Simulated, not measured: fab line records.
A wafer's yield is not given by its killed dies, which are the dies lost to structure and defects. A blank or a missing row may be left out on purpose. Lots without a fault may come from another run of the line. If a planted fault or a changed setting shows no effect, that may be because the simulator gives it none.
Matching of chambers || flow sfq line || cmp-01 running SFQ_TRILAYER_I7_CMP_CMP_184: 4 sister chambers
The step polishes SiO2. 19 wafers are shown with their chamber, then 9 later ones without.

## WAFERS PAIRED WITH THEIR CHAMBERS
{"wafer": "L322.4", "chamber": 2, "motor current A (A)": 12.4, "retaining ring pressure frac": 1.009, "time to endpoint s (s)": 213}
{"wafer": "L322.3", "chamber": 1, "motor current A (A)": 9.5, "retaining ring pressure frac": 1.000, "time to endpoint s (s)": 206}
{"wafer": "L322.6", "chamber": 3, "motor current A (A)": 8.7, "retaining ring pressure frac": 1.005, "time to endpoint s (s)": 219}
{"wafer": "L323.2", "chamber": 1, "motor current A (A)": 9.8, "retaining ring pressure frac": 1.002, "time to endpoint s (s)": 221}
{"wafer": "L323.3", "chamber": 0, "motor current A (A)": 8.3, "retaining ring pressure frac": 1.007, "time to endpoint s (s)": 219}
{"wafer": "L323.5", "chamber": 3, "motor current A (A)": 8.1, "retaining ring pressure frac": 1.002, "time to endpoint s (s)": 218}
{"wafer": "L325.2", "chamber": 2, "motor current A (A)": 12.5, "retaining ring pressure frac": 1.007, "time to endpoint s (s)": 210}
{"wafer": "L325.6", "chamber": 3, "motor current A (A)": 8.3, "retaining ring pressure frac": 1.008, "time to endpoint s (s)": 218}
{"wafer": "L327.1", "chamber": 2, "motor current A (A)": 12.1, "retaining ring pressure frac": 0.992, "time to endpoint s (s)": 205}
{"wafer": "L327.4", "chamber": 1, "motor current A (A)": 9.8, "retaining ring pressure frac": 0.989, "time to endpoint s (s)": 213}
{"wafer": "L336.1", "chamber": 1, "motor current A (A)": 9.7, "retaining ring pressure frac": 1.004, "time to endpoint s (s)": 213}
{"wafer": "L336.3", "chamber": 3, "motor current A (A)": 8.3, "retaining ring pressure frac": 1.002, "time to endpoint s (s)": 214}
{"wafer": "L336.4", "chamber": 2, "motor current A (A)": 12.5, "retaining ring pressure frac": 1.005, "time to endpoint s (s)": 211}
{"wafer": "L338.1", "chamber": 0, "motor current A (A)": 9.0, "retaining ring pressure frac": 0.993, "time to endpoint s (s)": 203}
{"wafer": "L338.2", "chamber": 3, "motor current A (A)": 8.3, "retaining ring pressure frac": 0.998, "time to endpoint s (s)": 204}
{"wafer": "L338.6", "chamber": 2, "motor current A (A)": 11.5, "retaining ring pressure frac": 0.999, "time to endpoint s (s)": 206}
{"wafer": "L339.3", "chamber": 1, "motor current A (A)": 9.0, "retaining ring pressure frac": 1.000, "time to endpoint s (s)": 215}
{"wafer": "L339.4", "chamber": 0, "motor current A (A)": 8.0, "retaining ring pressure frac": 0.995, "time to endpoint s (s)": 224}
{"wafer": "L339.6", "chamber": 2, "motor current A (A)": 11.0, "retaining ring pressure frac": 1.002, "time to endpoint s (s)": 219}

SIGNATURES (means of the wafers above)
{"reading": "motor current A", "chamber 0": 8.433, "chamber 1": 9.560, "chamber 2": 12.000, "chamber 3": 8.340, "scatter within a chamber": 0.454}
{"reading": "retaining ring pressure frac", "chamber 0": 0.99833, "chamber 1": 0.99900, "chamber 2": 1.00233, "chamber 3": 1.00300, "scatter within a chamber": 0.00576}
{"reading": "time to endpoint s", "chamber 0": 215.33, "chamber 1": 213.60, "chamber 2": 210.67, "chamber 3": 214.60, "scatter within a chamber": 6.53}
Rule: a wafer's distance from a chamber is the root of the sum, over the readings, of the square of ((its reading less the chamber's mean) divided by the reading's scatter). The wafer belongs to the nearest chamber; if the next one is less than 2 further off, it can't be placed. How the scatter is found: for the shown wafers, subtract from each reading the mean of its chamber, square and add these, divide the total by (wafers less chambers), then take the root.

## WAFERS WHOSE CHAMBER IS MISSING
{"wafer": "L343.2", "motor current A (A)": 9.6, "retaining ring pressure frac": 0.992, "time to endpoint s (s)": 209}
{"wafer": "L343.1", "motor current A (A)": 8.5, "retaining ring pressure frac": 1.005, "time to endpoint s (s)": 206}
{"wafer": "L343.6", "motor current A (A)": 9.4, "retaining ring pressure frac": 0.999, "time to endpoint s (s)": 215}
{"wafer": "L344.1", "motor current A (A)": 12.5, "retaining ring pressure frac": 0.999, "time to endpoint s (s)": 208}
{"wafer": "L344.2", "motor current A (A)": 8.7, "retaining ring pressure frac": 1.001, "time to endpoint s (s)": 228}
{"wafer": "L344.3", "motor current A (A)": 8.8, "retaining ring pressure frac": 1.001, "time to endpoint s (s)": 224}
{"wafer": "L345.3", "motor current A (A)": 11.9, "retaining ring pressure frac": 1.004, "time to endpoint s (s)": 216}
{"wafer": "L345.1", "motor current A (A)": 8.4, "retaining ring pressure frac": 1.000, "time to endpoint s (s)": 212}
{"wafer": "L345.5", "motor current A (A)": 11.7, "retaining ring pressure frac": 1.005, "time to endpoint s (s)": 223}

## EACH ONE'S CHAMBER
{"wafer": "L343.2", "from the rows above": "can't be placed: 1 or 0", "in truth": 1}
{"wafer": "L343.1", "from the rows above": "can't be placed: 3 or 0 or 1", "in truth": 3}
{"wafer": "L343.6", "from the rows above": "can't be placed: 1 or 0", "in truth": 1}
{"wafer": "L344.1", "from the rows above": 2, "in truth": 2}
{"wafer": "L344.2", "from the rows above": "can't be placed: 0 or 3 or 1", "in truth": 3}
{"wafer": "L344.3", "from the rows above": "can't be placed: 0 or 3 or 1", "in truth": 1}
{"wafer": "L345.3", "from the rows above": 2, "in truth": 2}
{"wafer": "L345.1", "from the rows above": "can't be placed: 0 or 3 or 1", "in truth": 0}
{"wafer": "L345.5", "from the rows above": 2, "in truth": 2}
3 of 9 placed correctly. Not placeable from these rows: 6 (in 6, the candidates include the true chamber). Wrongly placed: 0.
